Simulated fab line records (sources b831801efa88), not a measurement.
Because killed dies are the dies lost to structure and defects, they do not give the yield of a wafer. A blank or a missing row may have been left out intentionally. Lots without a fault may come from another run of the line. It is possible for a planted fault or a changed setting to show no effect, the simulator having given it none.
Which of the tools did it? / flow sky130 / 12 lots with 36 wafers sampled at 5 steps, on a route of 708 steps

## WHAT THE GAUGES SHOWED, per wafer
Not one reading of a measure or inspect step in the record can be checked against a usual standard deviation.

## TOOL THAT RAN EACH LOT (tool first, then ch and the chambers of the sampled wafers, then the start)
lot=L432; SKY_SONOS_ONO_CVD_04=lpcvd-03 ch 0, day 11 08:00; SKY_METAL4_ETCH_16=rie-metal-02 ch 0,1, day 41 04:47; SKY_METAL5_SPUTTER_00=pvd-sputter-04, day 42 06:53; SKY_PAD_OPEN_STRIP_08=plasma-asher-02 ch 0,1, day 45 03:14; SKY_PAD_OPEN_PROBE_99=-
lot=L433; SKY_SONOS_ONO_CVD_04=lpcvd-03 ch 0, day 11 16:14; SKY_METAL4_ETCH_16=rie-metal-02 ch 0,1, day 41 18:34; SKY_METAL5_SPUTTER_00=pvd-sputter-01, day 42 20:25; SKY_PAD_OPEN_STRIP_08=plasma-asher-03 ch 0,1, day 45 15:23; SKY_PAD_OPEN_PROBE_99=-
lot=L434; SKY_SONOS_ONO_CVD_04=lpcvd-03 ch 1, day 12 01:46; SKY_METAL4_ETCH_16=rie-metal-02 ch 0,1, day 42 03:55; SKY_METAL5_SPUTTER_00=pvd-sputter-03, day 43 06:31; SKY_PAD_OPEN_STRIP_08=plasma-asher-02 ch 0,1, day 45 23:57; SKY_PAD_OPEN_PROBE_99=-
lot=L436; SKY_SONOS_ONO_CVD_04=lpcvd-03 ch 1, day 13 01:04; SKY_METAL4_ETCH_16=rie-metal-03 ch 0,1, day 42 23:38; SKY_METAL5_SPUTTER_00=pvd-sputter-01, day 44 01:41; SKY_PAD_OPEN_STRIP_08=plasma-asher-02 ch 0,1, day 46 16:50; SKY_PAD_OPEN_PROBE_99=-
lot=L438; SKY_SONOS_ONO_CVD_04=lpcvd-03 ch 0, day 13 09:58; SKY_METAL4_ETCH_16=rie-metal-03 ch 0, day 43 07:50; SKY_METAL5_SPUTTER_00=pvd-sputter-01, day 44 09:07; SKY_PAD_OPEN_STRIP_08=plasma-asher-03 ch 0,1, day 47 00:48; SKY_PAD_OPEN_PROBE_99=prober-01, day 47 03:04
lot=L439; SKY_SONOS_ONO_CVD_04=lpcvd-03 ch 1, day 13 18:29; SKY_METAL4_ETCH_16=rie-metal-03 ch 0,1, day 43 14:20; SKY_METAL5_SPUTTER_00=pvd-sputter-04, day 44 15:35; SKY_PAD_OPEN_STRIP_08=plasma-asher-02 ch 0,1, day 47 06:37; SKY_PAD_OPEN_PROBE_99=prober-02, day 47 08:54
lot=L441; SKY_SONOS_ONO_CVD_04=lpcvd-03 ch 1, day 14 21:47; SKY_METAL4_ETCH_16=rie-metal-01 ch 0,1, day 44 18:43; SKY_METAL5_SPUTTER_00=pvd-sputter-04, day 45 18:22; SKY_PAD_OPEN_STRIP_08=plasma-asher-02 ch 0,1, day 47 23:48; SKY_PAD_OPEN_PROBE_99=prober-02, day 48 02:06
lot=L444; SKY_SONOS_ONO_CVD_04=lpcvd-03 ch 0, day 16 01:15; SKY_METAL4_ETCH_16=rie-metal-03 ch 0,1, day 45 09:41; SKY_METAL5_SPUTTER_00=pvd-sputter-01, day 46 09:41; SKY_PAD_OPEN_STRIP_08=plasma-asher-03 ch 0, day 48 15:53; SKY_PAD_OPEN_PROBE_99=prober-01, day 48 18:14
lot=L445; SKY_SONOS_ONO_CVD_04=lpcvd-03 ch 1, day 16 19:32; SKY_METAL4_ETCH_16=rie-metal-01 ch 0,1, day 46 00:26; SKY_METAL5_SPUTTER_00=pvd-sputter-03, day 47 04:04; SKY_PAD_OPEN_STRIP_08=plasma-asher-02 ch 0,1, day 49 08:53; SKY_PAD_OPEN_PROBE_99=prober-02, day 49 11:10
lot=L453; SKY_SONOS_ONO_CVD_04=lpcvd-03 ch 1, day 19 05:04; SKY_METAL4_ETCH_16=rie-metal-02 ch 0,1, day 47 15:59; SKY_METAL5_SPUTTER_00=pvd-sputter-01, day 48 15:07; SKY_PAD_OPEN_STRIP_08=plasma-asher-03 ch 0, day 50 17:48; SKY_PAD_OPEN_PROBE_99=-
lot=L454; SKY_SONOS_ONO_CVD_04=lpcvd-03 ch 0, day 19 05:04; SKY_METAL4_ETCH_16=rie-metal-01 ch 0, day 47 16:19; SKY_METAL5_SPUTTER_00=pvd-sputter-03, day 48 16:02; SKY_PAD_OPEN_STRIP_08=plasma-asher-02 ch 0,1, day 50 20:09; SKY_PAD_OPEN_PROBE_99=-
lot=L455; SKY_SONOS_ONO_CVD_04=lpcvd-03 ch 0, day 20 02:42; SKY_METAL4_ETCH_16=rie-metal-02 ch 0,1, day 48 00:22; SKY_METAL5_SPUTTER_00=pvd-sputter-03, day 48 21:13; SKY_PAD_OPEN_STRIP_08=plasma-asher-02 ch 0,1, day 51 01:03; SKY_PAD_OPEN_PROBE_99=-
- SKY_SONOS_ONO_CVD_04: deposits SiO2 from SiH4/N2O, target thk 5.7199 nm.
- SKY_METAL4_ETCH_16: etches BARC in N2/H2, stops on SiO2, time 88.2 s, target depth 60 nm.
- SKY_METAL5_SPUTTER_00: material Ti, target thk 15 nm, time 10 s.
- SKY_PAD_OPEN_STRIP_08: strips in O2/N2.
- SKY_PAD_OPEN_PROBE_99

## WHAT THE TOOLS THEMSELVES READ (means of the sampled wafers that have a number; where no wafer has one, the mark that the record gives instead)
SKY_SONOS_ONO_CVD_04. Usual: pressure-mtorr 400.1 mTorr, standard deviation 0.84; spike-tc-bottom-C 916.2 C, standard deviation 2.1.
lot=L432; tool=lpcvd-03; pressure-mtorr (mTorr)=398.7; spike-tc-bottom-C (C)=913.7; flag=
lot=L433; tool=lpcvd-03; pressure-mtorr (mTorr)=399.7; spike-tc-bottom-C (C)=913.3; flag=
lot=L434; tool=lpcvd-03; pressure-mtorr (mTorr)=399.9; spike-tc-bottom-C (C)=917.2; flag=
lot=L436; tool=lpcvd-03; pressure-mtorr (mTorr)=400.7; spike-tc-bottom-C (C)=916.9; flag=
lot=L438; tool=lpcvd-03; pressure-mtorr (mTorr)=399.9; spike-tc-bottom-C (C)=913.4; flag=
lot=L439; tool=lpcvd-03; pressure-mtorr (mTorr)=399.2; spike-tc-bottom-C (C)=917.7; flag=
lot=L441; tool=lpcvd-03; pressure-mtorr (mTorr)=399.7; spike-tc-bottom-C (C)=916.4; flag=
lot=L444; tool=lpcvd-03; pressure-mtorr (mTorr)=399.3; spike-tc-bottom-C (C)=913.7; flag=
lot=L445; tool=lpcvd-03; pressure-mtorr (mTorr)=402.0; spike-tc-bottom-C (C)=917.3; flag=
lot=L453; tool=lpcvd-03; pressure-mtorr (mTorr)=400.2; spike-tc-bottom-C (C)=917.9; flag=
lot=L454; tool=lpcvd-03; pressure-mtorr (mTorr)=401.2; spike-tc-bottom-C (C)=912.9; flag=
lot=L455; tool=lpcvd-03; pressure-mtorr (mTorr)=399.6; spike-tc-bottom-C (C)=913.1; flag=

SKY_METAL4_ETCH_16. Usual: drypump-motor-current-A 6.0 A, standard deviation 0.31; h2-flow-sccm 200.0 sccm, standard deviation 0.61; oes-product-au 0.626 a.u., standard deviation 0.0046; throttle-valve-pct 13.204 %, standard deviation 0.0093.
lot=L432; tool=rie-metal-02; drypump-motor-current-A (A)=5.9; h2-flow-sccm (sccm)=199.9; oes-product-au (a.u.)=0.632; throttle-valve-pct (%)=13.202; flag=
lot=L433; tool=rie-metal-02; drypump-motor-current-A (A)=5.8; h2-flow-sccm (sccm)=200.3; oes-product-au (a.u.)=0.624; throttle-valve-pct (%)=13.205; flag=
lot=L434; tool=rie-metal-02; drypump-motor-current-A (A)=5.9; h2-flow-sccm (sccm)=199.8; oes-product-au (a.u.)=0.628; throttle-valve-pct (%)=13.200; flag=
lot=L436; tool=rie-metal-03; drypump-motor-current-A (A)=6.0; h2-flow-sccm (sccm)=199.4; oes-product-au (a.u.)=0.628; throttle-valve-pct (%)=13.206; flag=
lot=L438; tool=rie-metal-03; drypump-motor-current-A (A)=6.2; h2-flow-sccm (sccm)=200.7; oes-product-au (a.u.)=0.628; throttle-valve-pct (%)=13.200; flag=
lot=L439; tool=rie-metal-03; drypump-motor-current-A (A)=6.0; h2-flow-sccm (sccm)=199.5; oes-product-au (a.u.)=0.631; throttle-valve-pct (%)=13.202; flag=
lot=L441; tool=rie-metal-01; drypump-motor-current-A (A)=6.0; h2-flow-sccm (sccm)=199.2; oes-product-au (a.u.)=0.628; throttle-valve-pct (%)=13.213; flag=
lot=L444; tool=rie-metal-03; drypump-motor-current-A (A)=6.0; h2-flow-sccm (sccm)=200.1; oes-product-au (a.u.)=0.625; throttle-valve-pct (%)=13.209; flag=
lot=L445; tool=rie-metal-01; drypump-motor-current-A (A)=6.2; h2-flow-sccm (sccm)=200.3; oes-product-au (a.u.)=0.627; throttle-valve-pct (%)=13.208; flag=
lot=L453; tool=rie-metal-02; drypump-motor-current-A (A)=6.0; h2-flow-sccm (sccm)=200.4; oes-product-au (a.u.)=0.626; throttle-valve-pct (%)=13.200; flag=
lot=L454; tool=rie-metal-01; drypump-motor-current-A (A)=6.4; h2-flow-sccm (sccm)=199.4; oes-product-au (a.u.)=0.631; throttle-valve-pct (%)=13.209; flag=
lot=L455; tool=rie-metal-02; drypump-motor-current-A (A)=5.9; h2-flow-sccm (sccm)=200.1; oes-product-au (a.u.)=0.620; throttle-valve-pct (%)=13.204; flag=

SKY_METAL5_SPUTTER_00. Usual: throttle-valve-pct 29.8 %, standard deviation 0.93.
lot=L432; tool=pvd-sputter-04; throttle-valve-pct (%)=29.4; flag=
lot=L433; tool=pvd-sputter-01; throttle-valve-pct (%)=30.5; flag=
lot=L434; tool=pvd-sputter-03; throttle-valve-pct (%)=29.9; flag=
lot=L436; tool=pvd-sputter-01; throttle-valve-pct (%)=30.6; flag=
lot=L438; tool=pvd-sputter-01; throttle-valve-pct (%)=30.1; flag=
lot=L439; tool=pvd-sputter-04; throttle-valve-pct (%)=30.6; flag=
lot=L441; tool=pvd-sputter-04; throttle-valve-pct (%)=29.8; flag=
lot=L444; tool=pvd-sputter-01; throttle-valve-pct (%)=29.6; flag=
lot=L445; tool=pvd-sputter-03; throttle-valve-pct (%)=29.4; flag=
lot=L453; tool=pvd-sputter-01; throttle-valve-pct (%)=30.0; flag=
lot=L454; tool=pvd-sputter-03; throttle-valve-pct (%)=29.8; flag=
lot=L455; tool=pvd-sputter-03; throttle-valve-pct (%)=29.9; flag=

SKY_PAD_OPEN_STRIP_08. Usual: drypump-motor-current-A 5.7 A, standard deviation 0.36; oes-product-au 0.662 a.u., standard deviation 0.0045; strip-time-to-endpoint-s 37.10 s, standard deviation 0.12.
lot=L432; tool=plasma-asher-02; drypump-motor-current-A (A)=5.5; oes-product-au (a.u.)=0.658; strip-time-to-endpoint-s (s)=36.95; flag=
lot=L433; tool=plasma-asher-03; drypump-motor-current-A (A)=6.0; oes-product-au (a.u.)=0.660; strip-time-to-endpoint-s (s)=37.23; flag=
lot=L434; tool=plasma-asher-02; drypump-motor-current-A (A)=5.7; oes-product-au (a.u.)=0.659; strip-time-to-endpoint-s (s)=37.06; flag=
lot=L436; tool=plasma-asher-02; drypump-motor-current-A (A)=5.7; oes-product-au (a.u.)=0.663; strip-time-to-endpoint-s (s)=36.88; flag=
lot=L438; tool=plasma-asher-03; drypump-motor-current-A (A)=5.9; oes-product-au (a.u.)=0.666; strip-time-to-endpoint-s (s)=36.95; flag=
lot=L439; tool=plasma-asher-02; drypump-motor-current-A (A)=5.5; oes-product-au (a.u.)=0.665; strip-time-to-endpoint-s (s)=36.93; flag=
lot=L441; tool=plasma-asher-02; drypump-motor-current-A (A)=5.5; oes-product-au (a.u.)=0.666; strip-time-to-endpoint-s (s)=37.12; flag=
lot=L444; tool=plasma-asher-03; drypump-motor-current-A (A)=6.2; oes-product-au (a.u.)=0.664; strip-time-to-endpoint-s (s)=37.21; flag=
lot=L445; tool=plasma-asher-02; drypump-motor-current-A (A)=5.5; oes-product-au (a.u.)=0.660; strip-time-to-endpoint-s (s)=37.12; flag=
lot=L453; tool=plasma-asher-03; drypump-motor-current-A (A)=6.2; oes-product-au (a.u.)=0.667; strip-time-to-endpoint-s (s)=37.14; flag=
lot=L454; tool=plasma-asher-02; drypump-motor-current-A (A)=5.5; oes-product-au (a.u.)=0.664; strip-time-to-endpoint-s (s)=37.00; flag=
lot=L455; tool=plasma-asher-02; drypump-motor-current-A (A)=5.7; oes-product-au (a.u.)=0.660; strip-time-to-endpoint-s (s)=37.20; flag=

SKY_PAD_OPEN_PROBE_99. Usual: killed_at_M0_to_M3 44, standard deviation 7.6; killed_at_M4_up 3.2, standard deviation 1.7; killed-at-contacts 24, standard deviation 5.7; killed-at-front-end 16, standard deviation 3.9; killed-at-other 0.2, standard deviation 0.45; killed-dies 87, standard deviation 9.5; killed-open 47, standard deviation 6.9; killed-short 40, standard deviation 5.8.
lot=L438 tool=prober-01 killed_at_M0_to_M3=46 killed_at_M4_up=3.3 killed-at-contacts=25 killed-at-front-end=11 killed-at-other=1.0 killed-dies=86 killed-open=49 killed-short=37 flag=
lot=L439 tool=prober-02 killed_at_M0_to_M3=43 killed_at_M4_up=4.3 killed-at-contacts=17 killed-at-front-end=18 killed-at-other=0.3 killed-dies=83 killed-open=46 killed-short=37 flag=
lot=L441 tool=prober-02 killed_at_M0_to_M3=41 killed_at_M4_up=3.7 killed-at-contacts=26 killed-at-front-end=16 killed-at-other=0.7 killed-dies=87 killed-open=46 killed-short=41 flag=
lot=L444 tool=prober-01 killed_at_M0_to_M3=37 killed_at_M4_up=3.7 killed-at-contacts=20 killed-at-front-end=49 killed-at-other=0.0 killed-dies=109 killed-open=39 killed-short=37 flag=OFF
lot=L445 tool=prober-02 killed_at_M0_to_M3=38 killed_at_M4_up=3.3 killed-at-contacts=22 killed-at-front-end=72 killed-at-other=0.3 killed-dies=137 killed-open=40 killed-short=40 flag=OFF

## THE ANSWER, worked out from the rows above alone
Rule: lot off if the mean of its wafers having a number is beyond 3 standard deviations from the usual mean. A lot without any number at a reading at which 4 lots or more have one is off too. The other lots that the step has rows for count as sound. First the gauges in route order, then the tools' own readings, where a lot's mean is used as printed above. The first step at which some lot is off is used, and at that step the reading that is off furthest; a lot without a number counts as furthest.
Off: L444, L445 (SKY_PAD_OPEN_PROBE_99, killed-at-front-end). Neither off nor sound, because the step has no rows for them: L432, L433, L434, L436, L453, L454, L455.
If a tool, at that step or one of the process steps before it, ran each lot that is off and ran no sound lot following the first of them, it fits. One fits: lpcvd-03 at SKY_SONOS_ONO_CVD_04. Its last sound lot is L441 (day 14 21:47), its first lot that is off L444 (day 16 01:15): a fault that began between those two fits.

## WHAT THE SIMULATOR HAD PUT IN
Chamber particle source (lpcvd-03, SKY_SONOS_ONO_CVD_04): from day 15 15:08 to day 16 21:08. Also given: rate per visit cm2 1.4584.
Shown lots that were struck: L444, L445. This agrees with what the rule above found.
